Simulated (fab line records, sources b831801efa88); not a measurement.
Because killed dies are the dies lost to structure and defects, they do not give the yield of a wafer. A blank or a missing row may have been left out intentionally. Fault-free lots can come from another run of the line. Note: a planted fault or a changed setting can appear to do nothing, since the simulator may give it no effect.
A lot that was struck, set against a sound lot / flow sky130 / 30 out of 708 route steps
Sound: wafers L907.2, L907.3, L907.5. Wafers L912.1, L912.2, L912.5 were the ones struck. The cause comes at the end.
At each step with rows: each side's tool, then ch and its chambers, then its first start. Under that, the readings that differ: sound wafers / struck wafers / difference of the means / sigmas: that difference in standard deviations of wafers without a fault.
alike: same words and numbers on both sides, and readings whose means sit less than 2 such deviations apart. not compared: any withheld reading, any reading some wafer has no value for, any bound like >300 that may hide the same value, and any number with overlapping values for which the record gives no deviation.
A row with sigmas, a row that says differs or no value, or rows on one side alone: a step with any of these is where the two part. Numbers that have no deviation but don't overlap get no sigmas and don't part them. A reading that every wafer of one side lacks parts them only if that side has two wafers or more.

first, 6 steps without rows for these wafers: SKY_SONOS_ONO_HMDS_07 (prime time 60 s); SKY_SONOS_ONO_COAT_08 (resist thk 1133 nm); SKY_SONOS_ONO_SOFTBAKE_09 (time 60 s); SKY_SONOS_ONO_EXPOSE_10 (exposes mask ONOM, target cd 410 nm); SKY_SONOS_ONO_PEB_11; SKY_SONOS_ONO_DEVELOP_12 (develop time 60 s).
SKY_SONOS_ONO_CD_MEAS_13: target cd 410 nm.
  struck on cdSem-02, day 15 09:13; sound on cdSem-01, day 13 16:38
  alike: cdNm
SKY_SONOS_ONO_OVL_MEAS_14:
  struck on overlay-01, day 15 09:20; sound on overlay-02, day 13 16:44
  alike: SONOS_ONO_OVL
SKY_SONOS_ONO_ETCH_15: etches the open film in CHF3/O2, target depth 19.52 nm, time 7.8 s.
  sound on rieDiel-04 ch 1,2,3, day 13 16:46; struck on rieDiel-01 ch 0,2,3, day 15 09:22
  alike: drypumpMotorCurrentA, oesProductAu, throttleValvePct
  not compared: rfHoursCounterH
then, 1 step without rows for these wafers: SKY_SONOS_ONO_WET_ETCH_16 (etches SiO2 in dHF, target depth 14 nm, time 280 s).
SKY_SONOS_ONO_STRIP_17: strips in O2/N2.
  sound on plasmaAsher-02 ch 0,1, day 13 16:53; struck on plasmaAsher-02 ch 0,1, day 15 09:29
  alike: drypumpMotorCurrentA, n2FlowSccm, oesProductAu, stripTimeToEndpointS
  not compared: rfHoursCounterH
then, 1 step without rows for these wafers: SKY_SONOS_ONO_WET_ETCH_18 (etches Si3N4 in H3PO4, target depth 15 nm, time 172 s).
SKY_GATE_OXIDE_CLEAN_00: cleans in SC1/SC2, time 150 s.
  sound on wetBench-02 ch 1, day 13 17:02; struck on wetBench-02 ch 1, day 15 09:38
reading=runLengthS (s); sound=174 174 174; struck=59 59 59; difference=-115; sigmas=-32
reading=model.SiO2_of_SONOS_ONO_CVD_04.thkNm (nm); sound=4.96 4.886 4.947; struck=5.476 5.34 5.501; difference=+0.508; sigmas=
  alike: tempC
then, 1 step without rows for these wafers: SKY_GATE_OXIDE_OXIDATION_01 (stabilise 600 s, purge 300 s, target thk 10.268 nm).
SKY_GATE_OXIDE_THK_MEAS_02:
  struck on filmMetro-01, day 15 12:12; sound on filmMetro-04, day 13 18:35
  alike: GATE_OXIDE_OXIDATION_00_THK
then, 7 steps without rows for these wafers: SKY_GATE_OXIDE_DEHYDRATE_03 (time 60 s); SKY_GATE_OXIDE_HMDS_04 (prime time 60 s); SKY_GATE_OXIDE_COAT_05 (resist thk 1140 nm); SKY_GATE_OXIDE_SOFTBAKE_06 (time 60 s); SKY_GATE_OXIDE_EXPOSE_07 (exposes mask LVOM, target cd 600 nm); SKY_GATE_OXIDE_PEB_08; SKY_GATE_OXIDE_DEVELOP_09 (develop time 60 s).
SKY_GATE_OXIDE_OVL_MEAS_10:
  struck on overlay-02, day 16 16:32; sound on overlay-01, day 14 19:31
  alike: GATE_OXIDE_OVL
then, 2 steps without rows for these wafers: SKY_GATE_OXIDE_IMPLANT_11; SKY_GATE_OXIDE_WET_ETCH_12 (etches SiO2 in dHF, target depth 16.8 nm, time 336 s).
SKY_GATE_OXIDE_STRIP_13: strips in O2/N2.
  sound on plasmaAsher-01 ch 1, day 14 19:47; struck on plasmaAsher-02 ch 0,1, day 16 16:50
  alike: drypumpMotorCurrentA, n2FlowSccm, oesProductAu, stripTimeToEndpointS
  not compared: rfHoursCounterH
SKY_GATE_OXIDE_TW_MEAS_14:
  struck on filmMetro-03, day 16 16:56; sound on filmMetro-03, day 14 19:54
  alike: GATE_OXIDE_TW
SKY_GATE_OXIDE_CLEAN_15: cleans in SC1/SC2, time 150 s.
  sound on wetBench-04 ch 0, day 14 19:57; struck on wetBench-02 ch 0, day 16 16:59
reading=runLengthS (s); sound=182 182 182; struck=174 174 174; difference=-8; sigmas=-2
reading=model.SiO2_of_SONOS_ONO_CVD_04.thkNm (nm); sound=4.283 4.21 4.268; struck=4.808 4.669 4.831; difference=+0.516; sigmas=
  alike: tempC
then, 1 step without rows for these wafers: SKY_GATE_OXIDE_OXIDATION_16 (stabilise 600 s, purge 300 s, target thk 3.57 nm).
-- a jump in the record: the struck wafers' starts before and after are 31 days apart (it breaks off in module GATE_OXIDE and resumes in module PAD_OPEN, where the first step shown is number 708 of the route) --
SKY_PAD_OPEN_PROBE_99:
  struck on prober-02, day 48 03:25; sound on prober-02, day 46 15:49
reading=model.etest.capThickOxide.gateBvV (V); sound=16.18 15.66 15.96; struck=13.51 13.51 13.6; difference=-2.39; sigmas=
reading=model.etest.capOno.gateLog10ACm2; sound=-7.66 -7.669 -7.847; struck=-8.773 -8.419 -8.716; difference=-0.911; sigmas=
reading=model.etest.capOno.toxAccNm (nm); sound=12.76 12.69 12.74; struck=13.52 13.29 13.51; difference=+0.71; sigmas=
reading=model.etest.capThickOxide.gateLog10ACm2; sound=-7.353 -7.441 -7.509; struck=-7.127 -7.027 -7.105; difference=+0.348; sigmas=
reading=model.etest.sonosProgrammed.vtV (V); sound=1.553 1.577 1.511; struck=1.155 1.286 1.182; difference=-0.339; sigmas=
reading=model.etest.sonosErased.vtV (V); sound=-2.332 -2.395 -2.35; struck=-1.964 -2.136 -2.001; difference=+0.325; sigmas=
  alike: killed_at_M0_to_M3, killed_at_M4_up, killedAtContacts, killedAtFrontEnd, killedAtOther, killedDies, killedOpen, killedShort
  not compared: model.etest.sonosErased.driveUaUm, model.etest.capOno.gateBvV

== WHERE THEY PART ==
First at SKY_GATE_OXIDE_CLEAN_00; last, within this record, at SKY_GATE_OXIDE_CLEAN_15. Later steps at which nothing parts them and some readings are alike: SKY_PAD_OPEN_PROBE_99.

WHY: what had been put in by the simulator
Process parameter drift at SKY_GATE_OXIDE_CLEAN_00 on wetBench-02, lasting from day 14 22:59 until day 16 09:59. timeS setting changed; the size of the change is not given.
